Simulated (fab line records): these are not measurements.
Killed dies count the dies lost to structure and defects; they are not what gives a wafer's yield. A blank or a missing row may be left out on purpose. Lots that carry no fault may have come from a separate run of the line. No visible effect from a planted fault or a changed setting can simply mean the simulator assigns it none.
A lot that was struck, set against a sound lot ; flow sky130 ; 17 steps out of a route of 708
Sound: wafers L165.2, L165.3, L165.4. The struck wafers were L173.2, L173.6. The cause comes at the end.
For every step that has rows: the tool of each side, followed by ch and its chambers, followed by its first start. Under that, the readings that differ: sound wafers ; struck wafers ; difference of the means ; sigmas: that difference in standard deviations of wafers without a fault.
alike: readings whose means differ by less than 2 such deviations, and words and numbers that are the same on both sides. not compared: withheld readings, readings that some wafer has no value for, bounds like >300 that may hide the same value, and numbers for which the record gives no deviation and whose values overlap.
Wherever a step has rows on one side only, a row that says differs or no value, or a row with sigmas, the two part there. Numbers that don't overlap but have no deviation are shown without sigmas and don't part them. A reading missing from all wafers of one side parts the sides only when that side holds two or more wafers.

SKY_LI_CONTACT_CMP_02: polishes PSG.
  sound on cmp-02 ch 0,1,3, day 29 12:41; struck on cmp-02 ch 0,3, day 32 21:17
  alike: motor current A, platen rpm, time to endpoint s
SKY_LI_CONTACT_BOW_MEAS_03:
  sound on film metro-03 at day 29 13:00; struck on film metro-02 at day 32 21:36
  alike: LI_CONTACT_BOW
then, 8 steps without rows for these wafers: SKY_LI_CONTACT_DEHYDRATE_04 (time 60 s); SKY_LI_CONTACT_HMDS_05 (prime time 60 s); SKY_LI_CONTACT_COAT_06 (resist thk 60 nm); SKY_LI_CONTACT_COAT_07 (resist thk 450 nm); SKY_LI_CONTACT_SOFTBAKE_08 (time 90 s); SKY_LI_CONTACT_EXPOSE_09 (exposes mask LICM1, target cd 170 nm); SKY_LI_CONTACT_PEB_10; SKY_LI_CONTACT_DEVELOP_11 (develop time 60 s).
SKY_LI_CONTACT_CD_MEAS_12 targets a cd of 170 nm.
  sound on cd sem-01 at day 30 16:19; struck on cd sem-02 at day 33 23:52
reading;sound;struck;difference;sigmas
cd nm (nm);168.8 168.1 166.8;172.8 172.3;+4.7;+3
SKY_LI_CONTACT_OVL_MEAS_13:
  sound on overlay-02 at day 30 16:25; struck on overlay-01 at day 33 23:58
  alike: LI_CONTACT_OVL
SKY_LI_CONTACT_ETCH_14: etches BARC in N2/H2, stops on SiO2, time 45.9 s, target depth 60 nm.
  sound on rie diel-01 ch 0,2,3, day 30 16:27; struck on rie diel-01 ch 1,3, day 34 00:00
reading;sound;struck;difference;sigmas
oes product au (a.u.);0.857 0.848 0.858;1.006 1.018;+0.158;+34
run length s (s);73.6 74.4 74.0;37.8 38.2;-36.0;-78
model.etch.depth nm (nm);59.89 59.94 59.93;16.52 16.56;-43.38;
model.KrF-thick_of_LI_CONTACT_COAT_07.thk nm (nm);392.2 391.5 391.9;425 426.7;+34;
model.LI_CONTACT.cd nm (nm);169.1 168.1 167.2;166.9 166.4;-1.5;
  alike: drypump motor current A, throttle valve pct
  not compared: rf hours counter h
SKY_LI_CONTACT_ETCH_15: etches PSG in C4F8/O2/Ar, stops on Si, target depth 600 nm.
  sound on rie diel-01 ch 0,2,3, day 30 16:29; struck on rie diel-01 ch 1,3, day 34 00:03
reading;sound;struck;difference;sigmas
model.KrF-thick_of_LI_CONTACT_COAT_07.thk nm (nm);230.1 232 227.2;263.5 264.9;+34.4;
model.LI_CONTACT.cd nm (nm);169.4 168.1 166.8;166.4 166;-1.9;
  alike: oes product au
SKY_LI_CONTACT_STRIP_16: strips in O2/N2.
  sound on plasma asher-03 ch 0,1, day 30 16:35; struck on plasma asher-02 ch 1, day 34 00:08
reading;sound;struck;difference;sigmas
oes product au (a.u.);0.378 0.371 0.367;0.389 0.393;+0.019;+4
strip time to endpoint s (s);3.49 3.51 3.46;3.84 3.84;+0.35;+10
  alike: drypump motor current A
  not compared: rf hours counter h
then, 1 step without rows for these wafers: SKY_LI_CONTACT_CLEAN_17 (cleans in NMP, time 600 s).
-- the record jumps here: 15 days lie between the struck wafers' starts before and after (it left off in module LI_CONTACT and takes up again in module PAD_OPEN, whose first step shown is number 708 of the route) --
SKY_PAD_OPEN_PROBE_99:
  sound on prober-01 at day 46 21:31; struck on prober-01 at day 49 05:54
reading;sound;struck;difference;sigmas
model.etest.licon pdiff.rc ohm;568.5 573.9 587.8;718.8 752.2;+158.8;
model.etest.pfet_01v8.r on ohm um;2896 3025 2871;3147 3102;+194;
model.etest.pfet g5v0d10v5.r on ohm um;4809 4886 4771;4997 4894;+124;
model.etest.nfet g5v0d10v5.r on ohm um;1913 1924 1883;1980 1964;+65;
model.etest.nfet_01v8.r on ohm um;811.1 824.4 802.6;914.3 918.5;+103.7;
model.etest.licon ndiff.rc ohm;183.5 184.7 189.4;250.3 247.9;+63.2;
model.etest.licon high po.rc ohm;327.6 354.8 341.5;416.9 402.1;+68.2;
model.etest.sonos uncharged.r on ohm um;798.2 811.1 812;866.7 863.5;+58.0;
  alike: killed_at_M0_to_M3, killed_at_M4_up, killed at contacts, killed at front end, killed at other, killed dies, killed open, killed short

## WHERE THEY PART
Last at SKY_LI_CONTACT_STRIP_16 as far as this record goes, first at SKY_LI_CONTACT_CD_MEAS_12. Later steps at which nothing parts them and some readings are alike: SKY_PAD_OPEN_PROBE_99.

WHY: what the simulator had put in
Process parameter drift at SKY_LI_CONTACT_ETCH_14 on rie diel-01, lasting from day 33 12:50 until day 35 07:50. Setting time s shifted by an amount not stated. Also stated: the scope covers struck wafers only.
